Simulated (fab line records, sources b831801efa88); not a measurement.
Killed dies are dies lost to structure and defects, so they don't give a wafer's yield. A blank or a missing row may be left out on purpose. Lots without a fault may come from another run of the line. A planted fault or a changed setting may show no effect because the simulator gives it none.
Problem report in the 8D (eight disciplines) form, filled by code | flow sfq_line | the parts of the form that need people (team, actions taken, sign-off) are left out

1. THE PROBLEM
spin_speed_rpm at SFQ_TRILAYER_I6_VIA_LITHO_COAT_169 reads a mean of 2693.6 rpm on 9 wafers of 3 lots; wafers without a fault read 3000.0 rpm with a standard deviation of 2. That is -99 or more standard deviations from the usual mean.
The step: resist thk 650 nm.
First seen on wafer L823.1, day 76 19:51, on litho_track-04. The record holds 21 wafers of 7 lots with a number at this step. Rule for "out", or "out of limits": more than 4 standard deviations from the usual mean. The other wafers with a number count as sound.

2. WHAT IT IS AND WHAT IT IS NOT
question                    | is                     | is not
which readings at this step | spin_speed_rpm         | chill_plate_temp_C
which lots                  | L823, L824, L825       | L814, L826, L828, L831
which wafers of those lots  | all that have a number | -
read on which tools         | litho_track-04         | litho_track-01
when                        | from day 76 19:51      | up to then (3 sound wafers); but 9 sound wafers of L826, L828, L831 came after

3. SUSPECTS, AND WHAT RULES EACH OUT
Counting: a tool at a process step up to the reading stays a suspect if it ran every lot that is out and no sound lot after the first of them.
- litho_track-04 at SFQ_TRILAYER_I6_VIA_LITHO_COAT_169 (resist thk 650 nm): kept. It ran every lot that is out, first L823 (day 76 19:51), and no sound lot after that; its last sound lot up to then is L814 (day 73 07:40). Its own readings are out on those wafers: spin_speed_rpm.
Left after counting: litho_track-04 at SFQ_TRILAYER_I6_VIA_LITHO_COAT_169.

4. THE CAUSE (what the simulator had put in)
Process parameter drift: litho_track-04, from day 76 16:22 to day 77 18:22, at SFQ_TRILAYER_I6_VIA_LITHO_COAT_169. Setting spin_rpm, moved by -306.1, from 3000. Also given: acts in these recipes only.
Counting left only this tool.

5. THE CHAIN OF EFFECTS, in route order
Each row: a reading whose mean over the struck wafers that have a number lies more than 3 standard deviations from the usual. Only readings for which the record gives a usual standard deviation are gone through. hours: the time from each lot's start at the first step in this table that gives one to its start at this step, as a median over the lots. sigmas: the change in usual standard deviations.
hours | step                               | reading        | usual      | on struck wafers | change | sigmas
0     | SFQ_TRILAYER_I6_VIA_LITHO_COAT_169 | spin_speed_rpm | 3000.0 rpm | 2693.6           | -306.4 | -99 or more
The process steps in it:
- SFQ_TRILAYER_I6_VIA_LITHO_COAT_169: resist thk 650 nm.
Later measuring or inspecting steps at which every struck wafer that the step has a row for has a number for every such reading, and none has moved that far: SFQ_I6_OVL_MEAS_942.

6. WHAT WOULD HAVE CAUGHT IT SOONER
In this record the first reading out of limits was taken at day 76 19:51, 3 hours after the fault began at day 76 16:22.
